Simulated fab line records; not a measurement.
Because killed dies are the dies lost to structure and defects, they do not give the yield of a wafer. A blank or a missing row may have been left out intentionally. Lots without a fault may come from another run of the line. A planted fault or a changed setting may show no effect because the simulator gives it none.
A struck lot beside a sound one :: flow sky130 :: 42 steps out of a route of 708
Sound: these wafers, L106.1, L106.2, L106.3. Struck: wafer L118.1 (left out: L118.6, a lot-mate that was not struck); the cause follows at the end.
At each step with rows: each side's tool, then ch and its chambers, then its first start. Under that, the readings that differ: sound wafers :: struck wafers :: difference of the means :: sigmas: that difference in standard deviations of wafers without a fault.
alike: readings with means less than 2 such deviations apart, plus words and numbers identical on both sides. not compared: withheld readings, readings lacking a value on some wafer, bounds such as >300 that could conceal the same value, and numbers that have no deviation in the record and whose values overlap.
A row with sigmas, a row that says differs or no value, or rows on one side alone: a step with any of these is where the two part. When numbers do not overlap yet have no deviation, they are printed without sigmas and do not part them. A reading missing from all wafers of one side parts the sides only when that side holds two or more wafers.

first, 5 steps without rows for these wafers: SKY_VIA4_STRIP_14 (strips in post etch residue remover, time 1200 s); SKY_VIA4_CLEAN_15 (cleans in IPA, time 180 s); SKY_VIA4_CLEAN_16 (cleans in O3/DIW); SKY_VIA4_SPUTTER_17 (material TiN, target thk 20 nm, time 80 s); SKY_VIA4_CVD_18 (deposits W, target thk 505 nm, time 152.14 s).
SKY_VIA4_RS_MEAS_19: the measuring method here is four-point-probe.
  sound on film_metro-01, day 44 00:57; struck on film_metro-02, day 47 05:07
  alike: VIA4_W_RS
SKY_VIA4_THK_MEAS_20: measures by xrf.
  sound on film_metro-01, day 44 01:04; struck on film_metro-02, day 47 05:14
  alike: VIA4_W_THK
SKY_VIA4_CMP_21: polishes, stops on SiO2, t overpolish 25 s, target thk 0 nm.
  sound on cmp-01 ch 1,2,3, day 44 01:08; struck on cmp-02 ch 2, day 47 05:26
  alike: motor_current_A, overpolish_run_s, platen_rpm, slurry_flow_ml_min, time_to_endpoint_s
SKY_METAL5_SPUTTER_00: material Ti, target thk 15 nm, time 10 s.
  sound on pvd_sputter-01, day 44 01:26; struck on pvd_sputter-02, day 47 05:35
  alike: throttle_valve_pct
then, 1 step without rows for these wafers: SKY_METAL5_SPUTTER_01 (material TiN, target thk 20 nm, time 16.7 s).
SKY_METAL5_SPUTTER_02: material AlCu, target thk 1150 nm, time 61.2 s.
  sound on pvd_sputter-01, day 44 01:28; struck on pvd_sputter-02, day 47 05:38
  alike: throttle_valve_pct
then, 1 step without rows for these wafers: SKY_METAL5_SPUTTER_03 (material Ti, target thk 5 nm, time 3.3 s).
SKY_METAL5_SPUTTER_04: material TiN, target thk 70 nm, time 58.3 s.
  sound on pvd_sputter-01, day 44 01:32; struck on pvd_sputter-02, day 47 05:42
reading: model.TiN_of_METAL5_SPUTTER_04.thk_nm (nm)
sound: 69.36 70.25 69.73
struck: 57.48
difference: -12.30
sigmas: 
  alike: throttle_valve_pct
SKY_METAL5_RS_MEAS_05: the measuring method here is four-point-probe.
  sound on film_metro-03, day 44 01:35; struck on film_metro-03, day 47 05:45
reading: METAL5_ALCU_RS (ohm/sq)
sound: 0.0269 0.0265 0.0268
struck: 0.0276
difference: +0.0009
sigmas: +3
SKY_METAL5_THK_MEAS_06: measures by xrf.
  sound on film_metro-03, day 44 01:43; struck on film_metro-03, day 47 05:52
  alike: METAL5_ALCU_THK
then, 8 steps without rows for these wafers: SKY_METAL5_DEHYDRATE_07 (time 60 s); SKY_METAL5_HMDS_08 (prime time 60 s); SKY_METAL5_COAT_09 (resist thk 1800 nm); SKY_METAL5_SOFTBAKE_10 (time 60 s); SKY_METAL5_EXPOSE_11 (exposes mask MM5, target cd 1600 nm); SKY_METAL5_PEB_12; SKY_METAL5_DEVELOP_13 (develop time 60 s); SKY_METAL5_DESCUM_14 (chemistry O2, time 11 s).
SKY_METAL5_METAL_ETCH_15: etches the open film in Cl2/BCl3, stops on SiO2, target depth 1260 nm, time 252 s.
  sound on rie_metal-01 ch 0,1, day 44 23:28; struck on rie_metal-02 ch 1, day 48 01:13
  alike: drypump_motor_current_A, oes_product_au, throttle_valve_pct
  not compared: rf_hours_counter_h
then, 1 step without rows for these wafers: SKY_METAL5_STRIP_16 (strips in O2/N2).
SKY_METAL5_STRIP_17: strips in post etch residue remover, time 1200 s.
  sound on wet_bench-01 ch 0, day 44 23:48; struck on wet_bench-03 ch 1, day 48 01:34
reading: model.TiN_of_METAL5_SPUTTER_04.thk_nm (nm)
sound: 68.94 69.83 69.31
struck: 57.06
difference: -12.30
sigmas: 
  alike: bath_guard_temp_C
then, 2 steps without rows for these wafers: SKY_METAL5_CLEAN_18 (cleans in IPA, time 180 s); SKY_METAL5_CLEAN_19 (cleans in O3/DIW).
SKY_PASSIVATION_CVD_00: deposits SiO2, target thk 90 nm.
  sound on pecvd-03 ch 0,1,2, day 45 00:17; struck on pecvd-04 ch 1, day 48 02:03
  alike: heater_power_w
SKY_PASSIVATION_THK_MEAS_01:
  sound on film_metro-04, day 45 00:19; struck on film_metro-04, day 48 02:04
  alike: PASSIVATION_CVD_00_THK
then, 1 step without rows for these wafers: SKY_PASSIVATION_CVD_02 (deposits Si3N4, target thk 540 nm).
SKY_PASSIVATION_THK_MEAS_03:
  sound on film_metro-02, day 45 00:36; struck on film_metro-02, day 48 02:22
  alike: PASSIVATION_CVD_02_THK
then, 7 steps without rows for these wafers: SKY_PASSIVATION_DEHYDRATE_04 (time 60 s); SKY_PASSIVATION_HMDS_05 (prime time 60 s); SKY_PASSIVATION_COAT_06 (resist thk 3000 nm); SKY_PASSIVATION_SOFTBAKE_07; SKY_PASSIVATION_EXPOSE_08 (exposes mask NSM, target cd 3000 nm); SKY_PASSIVATION_PEB_09; SKY_PASSIVATION_DEVELOP_10 (develop time 60 s).
SKY_PASSIVATION_ETCH_11: etches the open film in CF4/O2, stops on AlCu, target depth 725 nm, time 161.1 s.
  sound on rie_diel-01 ch 0,1,2, day 45 21:38; struck on rie_diel-02 ch 0, day 48 19:47
reading: rf_hours_counter_h (h)
sound: 14 6 11
struck: 16
difference: +6
sigmas: 

reading: model.PASSIVATION.feature_depth_nm (nm)
sound: 692.9 691.2 696.2
struck: 677.8
difference: -15.6
sigmas: 
  alike: drypump_motor_current_A, oes_product_au, throttle_valve_pct
then, 1 step without rows for these wafers: SKY_PASSIVATION_STRIP_12 (strips in O2/N2).
SKY_PAD_OPEN_PROBE_99:
  sound on prober-01, day 46 19:47; struck on prober-02, day 49 16:03
  alike: defect_limited_yield, killed_at_M0_to_M3, killed_at_M4_up, killed_at_contacts, killed_at_front_end, killed_dies, killed_open, killed_short, sort_bin_3_pad_short, sort_bin_5_function, sort_bin_6_memory, sort_n_pass, sort_yield_pct

WHERE THEY PART
Only at SKY_METAL5_RS_MEAS_05, as far as this record shows. Later steps at which nothing parts them and some readings are alike: SKY_METAL5_THK_MEAS_06, SKY_METAL5_METAL_ETCH_15, SKY_METAL5_STRIP_17, SKY_PASSIVATION_CVD_00, SKY_PASSIVATION_THK_MEAS_01, SKY_PASSIVATION_THK_MEAS_03, SKY_PASSIVATION_ETCH_11, SKY_PAD_OPEN_PROBE_99.

WHY: the cause the simulator had injected
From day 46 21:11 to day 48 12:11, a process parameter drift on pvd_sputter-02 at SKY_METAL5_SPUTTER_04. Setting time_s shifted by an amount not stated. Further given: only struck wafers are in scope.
